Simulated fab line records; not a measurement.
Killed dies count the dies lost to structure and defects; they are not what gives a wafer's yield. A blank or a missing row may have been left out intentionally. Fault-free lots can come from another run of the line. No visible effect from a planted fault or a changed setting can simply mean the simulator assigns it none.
fab line records -- flow gf180mcu -- part 2 of 2: steps 28 to 38 of 38
[record] lots = 5, wafers = 15, last-day = 33
route steps=602 shown MIM@520 M5@526 V5@540
lots untouched by any fault: they come from a run of this same line in which no faults occurred
start-h: the number of hours between the record's first day and the start of the first shown wafer of the lot -- wait-h: time in hours since the lot's previous step -- " repeats the value in the row above -- L1.1+2: one row covering several wafers at once -- - no value, or no start was given -- * or withheld: withheld -- < > ~ a bound
route shown NAME@n: names a module that has steps shown in the file, with the first one's number in the route -- usual: mean/standard deviation of fault-free wafers -- same: alike in all rows -- chamber/n: place in a boat -- sites: each site's reading -- _std_site: standard deviation across them -- _edge_site: the outer-site mean with the inner-site mean subtracted -- radius-mm: how far each site lies from the wafer's centre -- mask NAME#n: copy n -- behind: tool/chamber where the wafer was last shaped -- hold: why the lot was held/for how many hours/how that ended -- device: whichever transistor did not switch (one of n, p or np) -- end of line: tests run on the same wafers once the route is complete -- a step without rows: its recipe alone -- killed: dies that structure and defects cost at the first sort, which is not the same as the wafer's yield -- map: a wafer's dies, marking killed ones x, the rest . and places with no die _
set.NAME: the setting the step ran with; set.NAME@STEP: the setting that earlier step ran with -- model.NAME: the simulator's own value behind a step, which no gauge read
lots seen at some steps along the route; tables by step, rows by wafer
services: the hour from which a tool's chamber was out of use, counted from the record's first day as start-h (under 0 if before that day), plus the number of hours and why
[[steps]]
[step GF_V5_HMDS_07]
[recipe] prime-time-s = 60, prime-temp-c = 120
lot.wafer,tool,chamber,start-h,wait-h
L076.1+3+4,litho-track-02,0,642.15,0.1
L089.1+2+3,litho-track-04,0,728.95,0.1
L091.1+2+5,litho-track-01,0,743.02,0.1
L092.3+4+5,litho-track-02,0,748.80,0.1
L093.2+3+6,litho-track-02,0,749.52,0.1
[step GF_V5_COAT_08]
[recipe] resist = BARC, temp-c = withheld, time-s = withheld, spin-rpm = withheld, resist-thk-nm = withheld
lot.wafer,tool,chamber,start-h,wait-h
L076.1+3+4,litho-track-02,0,642.30,0.1
L089.1+2+3,litho-track-04,0,729.10,0.1
L091.1+2+5,litho-track-01,0,743.17,0.1
L092.3+4+5,litho-track-02,0,748.95,0.1
L093.2+3+6,litho-track-02,0,749.67,0.1
[step GF_V5_COAT_09]
[recipe] resist = KrF, spin-rpm = withheld, resist-thk-nm = 1000
lot.wafer,tool,chamber,start-h,wait-h
L076.1+3+4,litho-track-02,0,-,-
L089.1+2+3,litho-track-04,0,-,-
L091.1+2+5,litho-track-01,0,-,-
L092.3+4+5,litho-track-02,0,-,-
L093.2+3+6,litho-track-02,0,-,-
[step GF_V5_SOFTBAKE_10]
[recipe] temp-c = 130, time-s = 60, resist = KrF
lot.wafer,tool,chamber,start-h,wait-h
L076.1+3+4,litho-track-02,0,-,-
L089.1+2+3,litho-track-04,0,-,-
L091.1+2+5,litho-track-01,0,-,-
L092.3+4+5,litho-track-02,0,-,-
L093.2+3+6,litho-track-02,0,-,-
[step GF_V5_EXPOSE_11]
[recipe] mask-id = Via5, target-cd-nm = 260, na = 0.68, source-shape = conventional, sigma-outer = 0.6, dose-mj = 38
[usual] focus-offset-nm = 0.0/0.48, stage-vel-mm-s = 499.99/0.26
lot.wafer,tool,chamber,start-h,wait-h,mask,focus-offset-nm,stage-vel-mm-s
L076.1,krf-scanner-02,0,-,-,Via5#0,0.3,500.10
L076.3,krf-scanner-02,0,-,-,Via5#0,0.3,500.35
L076.4,krf-scanner-02,0,-,-,Via5#0,-0.2,499.92
L089.1,krf-scanner-01,0,-,-,Via5#0,-0.4,500.17
L089.2,krf-scanner-01,0,-,-,Via5#0,-0.6,500.31
L089.3,krf-scanner-01,0,-,-,Via5#0,-0.4,500.62
L091.1,krf-scanner-01,0,-,-,Via5#0,0.4,499.94
L091.2,krf-scanner-01,0,-,-,Via5#0,-0.3,500.23
L091.5,krf-scanner-01,0,-,-,Via5#0,-0.4,500.13
L092.3,krf-scanner-02,0,-,-,Via5#0,0.4,500.01
L092.4,krf-scanner-02,0,-,-,Via5#0,0.1,499.67
L092.5,krf-scanner-02,0,-,-,Via5#0,0.8,499.62
L093.2,krf-scanner-02,0,-,-,Via5#0,-0.4,499.82
L093.3,krf-scanner-02,0,-,-,Via5#0,0.0,500.00
L093.6,krf-scanner-02,0,-,-,Via5#0,0.6,500.33
[step GF_V5_PEB_12]
[recipe] peb-temp-c = 135, peb-time-s = 90, resist = KrF
lot.wafer,tool,chamber,start-h,wait-h
L076.1+3+4,litho-track-04,0,-,-
L089.1+2+3,litho-track-02,0,-,-
L091.1+2+5,litho-track-04,0,-,-
L092.3+4+5,litho-track-02,0,-,-
L093.2+3+6,litho-track-02,0,-,-
[step GF_V5_DEVELOP_13]
[recipe] develop-time-s = 60, resist = KrF, dev-temp-c = 21
[usual] developer-temp-C = 20.98/0.098
lot.wafer,tool,chamber,start-h,wait-h,developer-temp-C
L076.1,litho-track-04,0,652.65,0.2,21.05
L076.3,litho-track-04,0,652.65,0.2,21.10
L076.4,litho-track-04,0,652.65,0.2,21.01
L089.1,litho-track-02,0,738.15,0.2,20.97
L089.2,litho-track-02,0,738.15,0.2,20.86
L089.3,litho-track-02,0,738.15,0.2,20.78
L091.1,litho-track-04,0,752.00,0.2,20.92
L091.2,litho-track-04,0,752.00,0.2,21.16
L091.5,litho-track-04,0,752.00,0.2,21.07
L092.3,litho-track-02,0,757.95,0.1,20.98
L092.4,litho-track-02,0,757.95,0.1,20.98
L092.5,litho-track-02,0,757.95,0.1,20.98
L093.2,litho-track-02,0,758.27,0.2,20.83
L093.3,litho-track-02,0,758.27,0.2,20.91
L093.6,litho-track-02,0,758.27,0.2,20.84
[step GF_V5_CD_MEAS_14]
[recipe] target-cd-nm = 260
[usual] cd-nm = 260.1/1.2
lot.wafer,tool,chamber,start-h,wait-h,cd-nm
L076.1,cd-sem-01,-,652.80,0.1,261.5
L076.3,cd-sem-01,-,652.80,0.1,260.8
L076.4,cd-sem-01,-,652.80,0.1,261.2
L089.1,cd-sem-01,-,738.30,0.1,259.7
L089.2,cd-sem-01,-,738.30,0.1,259.9
L089.3,cd-sem-01,-,738.30,0.1,258.5
L091.1,cd-sem-02,-,752.15,0.1,259.2
L091.2,cd-sem-02,-,752.15,0.1,260.3
L091.5,cd-sem-02,-,752.15,0.1,258.0
L092.3,cd-sem-01,-,758.09,0.1,260.1
L092.4,cd-sem-01,-,758.09,0.1,260.2
L092.5,cd-sem-01,-,758.09,0.1,260.7
L093.2,cd-sem-01,-,758.42,0.1,261.1
L093.3,cd-sem-01,-,758.42,0.1,260.8
L093.6,cd-sem-01,-,758.42,0.1,260.7
[step GF_V5_OVL_MEAS_15]
[usual] V5_OVL = 0/5.2
lot.wafer,tool,chamber,start-h,wait-h,V5_OVL[nm]
L076.1,overlay-01,-,652.92,0.1,0
L076.3,overlay-01,-,652.92,0.1,-3
L076.4,overlay-01,-,652.92,0.1,0
L089.1,overlay-02,-,738.42,0.1,2
L089.2,overlay-02,-,738.42,0.1,-4
L089.3,overlay-02,-,738.42,0.1,3
L091.1,overlay-01,-,752.27,0.1,8
L091.2,overlay-01,-,752.27,0.1,4
L091.5,overlay-01,-,752.27,0.1,0
L092.3,overlay-02,-,758.18,0.1,7
L092.4,overlay-02,-,758.18,0.1,3
L092.5,overlay-02,-,758.18,0.1,6
L093.2,overlay-02,-,758.53,0.1,-12
L093.3,overlay-02,-,758.53,0.1,-15
L093.6,overlay-02,-,758.53,0.1,-14
[step GF_V5_ETCH_16]
[recipe] chemistry = N2/H2, target-depth-a = withheld, overetch-a = withheld, time-s = withheld, target = BARC, ion-energy-ev = 200, source-w = 480.2, bias-w = 100, pressure-mtorr = 30, n2-flow-sccm = 100, h2-flow-sccm = 200
[usual] chamber-pressure-mTorr = 30.003/0.025, drypump-motor-current-A = 5.7/0.47, n2-flow-sccm = 100.00/0.28, oes-product-au = 0.855/0.0051, throttle-valve-pct = 13.226/0.01
lot.wafer,tool,chamber,start-h,wait-h,chamber-pressure-mTorr,drypump-motor-current-A,n2-flow-sccm,oes-product-au,throttle-valve-pct
L076.1,rie-diel-01,3,652.96,0.0,30.044,5.6,100.04,0.861,13.241
L076.3,rie-diel-01,2,652.96,0.0,30.009,6.2,100.34,0.842,13.227
L076.4,rie-diel-01,0,652.96,0.0,30.008,5.9,100.19,0.857,13.219
L089.1,rie-diel-01,3,738.46,0.0,29.975,5.6,100.31,0.859,13.213
L089.2,rie-diel-01,2,738.46,0.0,29.971,6.2,100.25,0.857,13.203
L089.3,rie-diel-01,0,738.46,0.0,30.025,5.9,100.28,0.855,13.211
L091.1,rie-diel-02,2,752.30,0.0,30.023,5.5,99.70,0.855,13.229
L091.2,rie-diel-02,1,752.30,0.0,29.995,5.5,99.94,0.859,13.223
L091.5,rie-diel-02,1,752.30,0.0,30.018,5.6,99.85,0.863,13.230
L092.3,rie-diel-04,3,758.21,0.0,30.009,5.8,99.50,0.849,13.211
L092.4,rie-diel-04,1,758.21,0.0,29.999,5.9,100.14,0.850,13.233
L092.5,rie-diel-04,2,758.21,0.0,30.031,5.0,100.11,0.858,13.198
L093.2,rie-diel-02,2,758.56,0.0,30.048,5.5,99.91,0.849,13.230
L093.3,rie-diel-02,0,758.56,0.0,29.988,6.3,99.75,0.853,13.220
L093.6,rie-diel-02,0,758.56,0.0,30.032,6.3,99.52,0.847,13.237
[step GF_V5_ETCH_17]
[recipe] chemistry = C4F8/O2/Ar, mask-material = KrF, target = SiO2, stop-on = TiN, source-w = 1500, bias-w = 1200, pressure-mtorr = 40, c4f8-flow-sccm = withheld, O2_flow_sccm = 6, Ar_flow_sccm = 300, time-s = withheld, target-depth-a = 8550
[usual] chamber-pressure-mTorr = 40.00/0.036, oes-product-au = 0.859/0.0046
lot.wafer,tool,chamber,start-h,wait-h,chamber-pressure-mTorr,oes-product-au
L076.1,rie-diel-01,3,-,-,39.99,0.865
L076.3,rie-diel-01,2,-,-,40.03,0.860
L076.4,rie-diel-01,0,-,-,39.99,0.865
L089.1,rie-diel-01,3,-,-,39.95,0.861
L089.2,rie-diel-01,2,-,-,40.05,0.862
L089.3,rie-diel-01,0,-,-,39.91,0.860
L091.1,rie-diel-02,2,-,-,39.95,0.859
L091.2,rie-diel-02,1,-,-,40.03,0.852
L091.5,rie-diel-02,1,-,-,40.01,0.862
L092.3,rie-diel-04,3,-,-,39.96,0.859
L092.4,rie-diel-04,1,-,-,40.07,0.861
L092.5,rie-diel-04,2,-,-,40.00,0.859
L093.2,rie-diel-02,2,-,-,40.01,0.858
L093.3,rie-diel-02,0,-,-,39.99,0.863
L093.6,rie-diel-02,0,-,-,39.94,0.860
[[services]]
tool,chamber,start-h,hours,kind
krf-scanner-01,-,594.07,1.3,pm
rie-diel-04,2,600.79,13.6,repair
krf-scanner-02,-,601.54,0.8,pm
krf-scanner-02,-,602.39,1.3,pm
rie-diel-04,3,610.17,1.3,repair
rie-diel-02,3,613.72,4.4,repair
rie-diel-02,1,615.12,9.2,repair
rie-diel-01,-,630.04,2.8,pm
rie-diel-04,2,630.19,2.4,repair
cmp-01,-,635.02,4.2,repair
krf-scanner-02,-,636.23,1.0,pm
cmp-01,-,640.16,0.7,repair
krf-scanner-01,-,649.96,0.8,pm
pecvd-01,-,650.03,1.8,repair
rie-diel-04,3,654.72,11.3,repair
rie-diel-04,3,668.45,16.0,repair
krf-scanner-01,-,671.37,1.0,pm
rie-diel-02,2,696.17,2.7,repair
pecvd-01,-,700.64,6.0,pm
cmp-01,-,703.01,0.6,repair
rie-diel-02,0,704.12,50.4,repair
pecvd-01,-,715.16,0.4,repair
cmp-01,-,746.70,4.0,pm
krf-scanner-02,-,749.46,0.4,repair
